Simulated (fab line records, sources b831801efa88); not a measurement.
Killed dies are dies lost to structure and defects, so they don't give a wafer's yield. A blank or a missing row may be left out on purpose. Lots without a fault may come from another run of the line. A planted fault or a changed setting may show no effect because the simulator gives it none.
A struck lot beside a sound one | flow sfq_line | 42 steps out of a route of 325
Sound: wafers L990.2, L990.4, L990.6. Struck: wafer L996.5. (L996.1, L996.3 of the same lot were not struck and are left out.) The cause comes at the end.
At each step with rows: each side's tool, then ch and its chambers, then its first start. Under that, the readings that differ: sound wafers | struck wafers | difference of the means | sigmas: that difference in standard deviations of wafers without a fault.
alike: readings whose means differ by less than 2 such deviations, and words and numbers that are the same on both sides. not compared: withheld readings, readings that some wafer has no value for, bounds like >300 that may hide the same value, and numbers for which the record gives no deviation and whose values overlap.
The two part at a step that has a row with sigmas, a row that says differs or no value, or rows on one side only. Numbers that don't overlap but have no deviation are shown without sigmas and don't part them. A reading that every wafer of one side lacks parts them only if that side has two wafers or more.

first, 6 steps without rows for these wafers: SFQ_TRILAYER_L0_VIA_LITHO_COAT_018 (resist thk 62 nm); SFQ_TRILAYER_L0_VIA_LITHO_COAT_013 (resist thk 650 nm); SFQ_TRILAYER_L0_VIA_LITHO_SOFTBAKE_017; SFQ_TRILAYER_L0_VIA_LITHO_EXPOSE_014 (exposes mask L0V, target cd 700 nm); SFQ_TRILAYER_L0_VIA_LITHO_PEB_016 (peb time 60 s); SFQ_TRILAYER_L0_VIA_LITHO_DEVELOP_015 (time 60 s).
SFQ_L0V_OVL_MEAS_903:
  sound on overlay-02, day 10 20:12; struck on overlay-01, day 12 15:31
  alike: L0V_OVL
SFQ_TRILAYER_L0_VIA_BARC_OPEN_VIA_ETCH_021: etches BARC in O2, target depth 125 nm, time 41.7 s.
  sound on rie_diel-01 ch 1,2,3, day 10 20:14; struck on rie_diel-02 ch 1, day 12 15:34
  alike: bias_w, drypump_motor_current_A, oes_product_au
  not compared: rf_hours_counter_h
SFQ_TRILAYER_L0_VIA_ETCH_VIA_ETCH_016: etches SiO2 in CHF3, stops on MoNx KI, target depth 80 nm.
  sound on rie_diel-01 ch 1,2,3, day 10 20:16; struck on rie_diel-02 ch 1, day 12 15:36
  alike: bias_w, drypump_motor_current_A, oes_product_au
SFQ_TRILAYER_L0_VIA_STRIP_STRIP_017: strips in O2.
  sound on rie_metal-04 ch 0, day 10 20:19; struck on rie_metal-02 ch 0, day 12 15:39
  reading                     | sound       | struck | difference | sigmas
  drypump_motor_current_A (A) | 5.2 5.2 5.2 | 6.4    | +1.2       | +3
  alike: oes_product_au, platen_temp_c
  not compared: rf_hours_counter_h
then, 2 steps without rows for these wafers: SFQ_TRILAYER_L0_VIA_STRIP_SOLV_CLEAN_018 (cleans in NMP, time 600 s); SFQ_TRILAYER_M0_DEP_PRE_CLEAN_020 (time 15 s).
SFQ_TRILAYER_M0_DEP_SPUTTER_019: material Nb, target thk 200 nm, time 133.3 s.
  sound on pvd_sputter-06, day 10 21:07; struck on pvd_sputter-06, day 12 16:27
  reading                                             | sound           | struck | difference | sigmas
  model.Nb_of_TRILAYER_M0_DEP_SPUTTER_019.thk_nm (nm) | 200.9 202.4 202 | 278.9  | +77.1      |
  alike: base_pressure_pa, substrate_temp_c, throttle_valve_pct
SFQ_M0_RS_MEAS_904: measures by four-point-probe.
  sound on film_metro-02, day 10 21:14; struck on film_metro-04, day 12 16:32
  reading           | sound             | struck | difference | sigmas
  M0_NB_RS (ohm/sq) | 0.883 0.878 0.879 | 0.636  | -0.244     | -28
then, 6 steps without rows for these wafers: SFQ_TRILAYER_M0_LITHO_COAT_026 (resist thk 62 nm); SFQ_TRILAYER_M0_LITHO_COAT_021 (resist thk 600 nm); SFQ_TRILAYER_M0_LITHO_SOFTBAKE_025; SFQ_TRILAYER_M0_LITHO_EXPOSE_022 (exposes mask M0, target cd 500 nm); SFQ_TRILAYER_M0_LITHO_PEB_024 (peb time 60 s); SFQ_TRILAYER_M0_LITHO_DEVELOP_023 (time 60 s).
-- the record jumps here: 5 days lie between the struck wafers' starts before and after --
SFQ_M0_OVL_MEAS_906:
  sound on overlay-01, day 15 06:07; struck on overlay-01, day 17 10:25
  alike: M0_OVL
then, 1 step without rows for these wafers: SFQ_TRILAYER_M0_BARC_OPEN_METAL_ETCH_031 (etches BARC in O2, target depth 125 nm, time 41.7 s).
SFQ_TRILAYER_M0_ETCH_METAL_ETCH_024: etches Nb in Cl2/Ar, stops on SiO2, target depth 240 nm, time 120 s.
  sound on rie_metal-03 ch 0,1, day 15 06:13; struck on rie_metal-02 ch 0, day 17 10:31
  reading               | sound             | struck | difference | sigmas
  oes_product_au (a.u.) | 0.905 0.902 0.899 | 1.007  | +0.105     | +15
  alike: bias_w, drypump_motor_current_A
  not compared: rf_hours_counter_h
then, 4 steps without rows for these wafers: SFQ_TRILAYER_M0_STRIP_STRIP_025 (strips in O2); SFQ_TRILAYER_M0_STRIP_SOLV_CLEAN_026 (cleans in NMP, time 600 s); SFQ_TRILAYER_I0_DEP_PECVD_027 (deposits SiO2 from SiH4/N2O, time 111.11 s, target thk 500 nm); SFQ_TRILAYER_I0_CMP_CMP_028 (polishes SiO2).
SFQ_I0_BOW_MEAS_907:
  sound on film_metro-04, day 15 15:14; struck on film_metro-02, day 17 14:29
  reading     | sound  | struck | difference | sigmas
  I0_BOW (um) | 15 6 6 | -16    | -25        | -4
SFQ_TRILAYER_I0_METRO_MEASURE_029:
  sound on film_metro-04, day 15 15:32; struck on film_metro-02, day 17 14:37
  alike: thk_nm
then, 6 steps without rows for these wafers: SFQ_TRILAYER_I0_VIA_LITHO_COAT_036 (resist thk 62 nm); SFQ_TRILAYER_I0_VIA_LITHO_COAT_031 (resist thk 650 nm); SFQ_TRILAYER_I0_VIA_LITHO_SOFTBAKE_035; SFQ_TRILAYER_I0_VIA_LITHO_EXPOSE_032 (exposes mask I0, target cd 500 nm); SFQ_TRILAYER_I0_VIA_LITHO_PEB_034 (peb time 60 s); SFQ_TRILAYER_I0_VIA_LITHO_DEVELOP_033 (time 60 s).
-- the record jumps here: 6 days lie between the struck wafers' starts before and after --
SFQ_I0_OVL_MEAS_908:
  sound on overlay-01, day 21 10:57; struck on overlay-02, day 23 10:57
  alike: I0_OVL
SFQ_TRILAYER_I0_VIA_BARC_OPEN_VIA_ETCH_046: etches BARC in O2, target depth 125 nm, time 41.7 s.
  sound on rie_diel-04 ch 0,2, day 21 10:59; struck on rie_diel-04 ch 0, day 23 10:59
  alike: bias_w, drypump_motor_current_A, oes_product_au
  not compared: rf_hours_counter_h
then, 4 steps without rows for these wafers: SFQ_TRILAYER_I0_VIA_ETCH_VIA_ETCH_034 (etches SiO2 in CHF3, stops on Nb, target depth 260 nm); SFQ_TRILAYER_I0_VIA_STRIP_STRIP_035 (strips in O2); SFQ_TRILAYER_I0_VIA_STRIP_SOLV_CLEAN_036 (cleans in NMP, time 600 s); SFQ_TRILAYER_M1_DEP_PRE_CLEAN_038 (time 22.5 s).
-- the record jumps here: 57 days lie between the struck wafers' starts before and after --
SFQ_M8_BOW_MEAS_951:
  sound on film_metro-02, day 79 03:53; struck on film_metro-04, day 80 09:51
  reading                       | sound                | struck | difference | sigmas
  M8_BOW (um)                   | 13 3 2               | -26    | -32        | -3
  model.etest.m0.comb_log10_ohm | 12 12 12             | 0      | -12        |
  model.etest.m0.ohm_sq         | 0.8854 0.8787 0.8803 | 0.6377 | -0.2438    |

WHERE THEY PART
First at SFQ_TRILAYER_L0_VIA_STRIP_STRIP_017; last, within this record, at SFQ_M8_BOW_MEAS_951.

WHY: what the simulator had put in
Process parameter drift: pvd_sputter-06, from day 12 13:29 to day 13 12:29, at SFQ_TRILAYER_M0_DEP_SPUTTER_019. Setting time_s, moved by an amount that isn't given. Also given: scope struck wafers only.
